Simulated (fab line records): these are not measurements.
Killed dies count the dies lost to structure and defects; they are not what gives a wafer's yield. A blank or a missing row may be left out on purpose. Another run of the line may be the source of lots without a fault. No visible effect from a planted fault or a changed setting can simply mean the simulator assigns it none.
Chamber matching ; flow sfq line ; SFQ_TRILAYER_I0_VIA_BARC_OPEN_VIA_ETCH_046 on rie diel-01: 4 sister chambers
The step etches BARC in O2, target depth 125 nm, time 41.7 s. 14 wafers are shown with their chamber, then 7 later ones without.

== WAFERS, EACH WITH ITS CHAMBER ==
wafer;chamber;run length s (s);oes product au (a.u.)
L896.3;3;69.6;0.683
L896.4;2;69.8;0.686
L896.6;2;70.5;0.688
L897.4;3;69.4;0.676
L897.5;3;69.4;0.672
L897.6;0;70.1;0.685
L900.2;1;69.6;0.692
L900.3;2;70.1;0.684
L900.6;2;69.9;0.685
L908.1;3;69.6;0.678
L908.2;0;70.5;0.680
L908.5;0;70.2;0.686
L914.2;0;70.5;0.680
L914.4;2;70.3;0.682

SIGNATURES (means of the wafers above)
reading;chamber 0;chamber 1;chamber 2;chamber 3;scatter within a chamber
run length s;70.325;69.600;70.120;69.500;0.223
oes product au;0.68275;0.69200;0.68500;0.67725;0.00337
Rule: a wafer's distance from a chamber is the root of the sum, over the readings, of the square of ((its reading less the chamber's mean) divided by the reading's scatter). The wafer belongs to the nearest chamber; if the next one is less than 2 further off, it can't be placed. The scatter: take each reading less its chamber's mean, square it, sum over the shown wafers, divide by the number of wafers less the number of chambers, and take the root.

== WAFERS MISSING THEIR CHAMBER ==
wafer;run length s (s);oes product au (a.u.)
L914.6;70.3;0.691
L915.3;70.4;0.679
L915.4;70.0;0.686
L915.5;69.4;0.694
L916.2;69.8;0.686
L916.3;69.7;0.676
L916.5;69.9;0.678

== EACH ONE'S CHAMBER ==
wafer;from the rows above;in truth
L914.6;can't be placed: 2 or 0 or 1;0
L915.3;can't be placed: 0 or 2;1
L915.4;can't be placed: 2 or 0 or 1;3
L915.5;1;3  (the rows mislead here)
L916.2;can't be placed: 2 or 1 or 0 or 3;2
L916.3;3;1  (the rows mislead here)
L916.5;can't be placed: 3 or 2 or 0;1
Correctly placed: 0 of 7. Can't be placed from these rows: 5 (the true chamber is among the candidates in 2). 2 placed wrongly.
